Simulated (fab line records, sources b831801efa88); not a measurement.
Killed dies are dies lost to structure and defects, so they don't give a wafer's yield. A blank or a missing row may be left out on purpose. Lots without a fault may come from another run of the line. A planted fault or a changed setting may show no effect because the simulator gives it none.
One fault seen from 2 desks | flow sky130 | each desk has only its own numbers; what lay behind them comes last

THE METROLOGY DESK
What the gauges read, lot by lot, whatever tool the lot ran on: means of the sampled wafers that have a number. A lot is out of limits, marked OUT, if its mean lies more than 4 standard deviations from the usual mean; the brackets give that distance.
Columns: A = VIA2_W_RS at SKY_VIA2_RS_MEAS_22, usual 0.2734 ohm/sq; B = VIA2_W_THK at SKY_VIA2_THK_MEAS_23, usual 425 nm
lot  | first seen here | A                | B
L700 | day 37 01:46    | 0.2742           | 428
L702 | day 37 14:41    | 0.2744           | 421
L706 | day 38 12:11    | 0.2729           | 421
L708 | day 39 10:55    | 0.2428 (-13) OUT | 475 (+8.3) OUT
L709 | day 39 22:40    | 0.2385 (-15) OUT | 489 (+10) OUT
L710 | day 41 01:40    | 0.2686           | 429
L716 | day 41 12:37    | 0.2733           | 423
L720 | day 42 13:55    | 0.2750           | 434
L719 | day 42 15:48    | 0.2741           | 421
L721 | day 43 01:31    | 0.2745           | 429
L722 | day 43 07:47    | 0.2722           | 434
This desk's finding: out of limits on L708, L709; first on L708, day 39 10:55 (VIA2_W_RS at SKY_VIA2_RS_MEAS_22). In limits: L700, L702, L706, L710, L716, L720, L719, L721, L722.

THE TOOL OWNER'S DESK: cvd_w-02
The tool's own readings at SKY_VIA2_CVD_21 (deposits W, target thk 420 nm, time 126.4 s): means of the sampled wafers that have a number, for each lot that ran on this tool. A lot is out of limits, marked OUT, if its mean lies more than 4 standard deviations from the usual mean; the brackets give that distance.
Columns: A = chamber_pressure_Torr at SKY_VIA2_CVD_21, usual 40.00 Torr; B = heater_power_w at SKY_VIA2_CVD_21, usual 887 W; C = susceptor_temp_C at SKY_VIA2_CVD_21, usual 399.97 C
lot  | first seen here | A                       | B   | C
L700 | day 37 01:38    | 40.07                   | 843 | 400.04
L702 | day 37 14:34    | 40.04                   | 840 | 399.98
L706 | day 38 12:04    | 39.94                   | 835 | 400.10
L708 | day 39 10:41    | 51.86 (+99 or more) OUT | 747 | 400.01
L709 | day 39 22:32    | 51.79 (+99 or more) OUT | 848 | 400.15
L721 | day 43 01:22    | 39.97                   | 794 | 400.11
L722 | day 43 07:38    | 40.05                   | 803 | 400.10
This desk's finding: out of limits on L708, L709; first on L708, day 39 10:41 (chamber_pressure_Torr at SKY_VIA2_CVD_21). In limits: L700, L702, L706, L721, L722.

PUT TOGETHER
The tool owner's desk could have raised an alarm at day 39 10:41, on L708, L709.
The metrology desk could have raised an alarm at day 39 10:55, on L708, L709.
Of the lots named, all ran SKY_VIA2_CVD_21 on cvd_w-02.

WHAT THE SIMULATOR HAD PUT IN
Process parameter drift: cvd_w-02, from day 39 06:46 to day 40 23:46, at SKY_VIA2_CVD_21. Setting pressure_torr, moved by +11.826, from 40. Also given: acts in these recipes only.
Lots struck among those shown: L708, L709.
Hours from the fault's start to each desk's first reading out of limits: the tool owner's desk, 4; the metrology desk, 4.
